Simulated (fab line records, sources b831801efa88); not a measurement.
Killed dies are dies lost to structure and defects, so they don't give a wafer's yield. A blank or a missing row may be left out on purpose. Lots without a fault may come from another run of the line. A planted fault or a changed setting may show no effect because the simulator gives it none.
One fault seen from 2 desks | flow sfq_line | each desk has only its own numbers; what lay behind them comes last

THE METROLOGY DESK
What the gauges read, lot by lot, whatever tool the lot ran on: means of the sampled wafers that have a number. A lot is out of limits, marked OUT, if its mean lies more than 4 standard deviations from the usual mean; the brackets give that distance.
Columns: A = M6_NB_RS at SFQ_M6_RS_MEAS_938, usual 0.894 ohm/sq; B = M8_AU_THK at SFQ_M8_THK_MEAS_950, usual 176.9 nm
lot  | first seen here | A     | B
L262 | day 65 08:56    | 0.882 | 177.5
L263 | day 70 12:29    | 0.903 | 178.1
L264 | day 70 14:51    | 0.894 | 177.0
L265 | day 70 17:15    | 0.886 | 177.2
L266 | day 70 20:53    | 0.914 | 175.5
L267 | day 70 23:16    | 0.892 | 177.0
L268 | day 71 01:39    | 0.894 | 176.4
L270 | day 71 06:28    | 0.921 | 174.6
L272 | day 71 11:15    | 0.931 | 174.6
L278 | day 72 16:50    | 0.899 | 176.9
L279 | day 72 22:46    | 0.891 | 177.7
L281 | day 73 09:56    | 0.889 | 175.8
L283 | day 73 15:55    | 0.895 | 181.7
L284 | day 73 17:16    | 0.896 | 176.7
This desk's finding: nothing out of limits on any of the 14 lots.

THE TOOL OWNER'S DESK: pvd_sputter-06
The tool's own readings at SFQ_TRILAYER_M6_DEP_SPUTTER_157 (material Nb, target thk 200 nm, time 133.3 s): means of the sampled wafers that have a number, for each lot that ran on this tool. A lot is out of limits, marked OUT, if its mean lies more than 4 standard deviations from the usual mean; the brackets give that distance.
Columns: A = throttle_valve_pct at SFQ_TRILAYER_M6_DEP_SPUTTER_157, usual 30.4 %
lot  | first seen here | A
L263 | day 70 12:22    | 30.5
L264 | day 70 14:46    | 30.5
L267 | day 70 23:10    | 31.7
L268 | day 71 01:34    | 30.9
L270 | day 71 06:22    | 31.8
L272 | day 71 11:10    | 31.0
This desk's finding: nothing out of limits on any of the 6 lots.

PUT TOGETHER
The metrology desk saw nothing out of limits.
The tool owner's desk saw nothing out of limits.

WHAT THE SIMULATOR HAD PUT IN
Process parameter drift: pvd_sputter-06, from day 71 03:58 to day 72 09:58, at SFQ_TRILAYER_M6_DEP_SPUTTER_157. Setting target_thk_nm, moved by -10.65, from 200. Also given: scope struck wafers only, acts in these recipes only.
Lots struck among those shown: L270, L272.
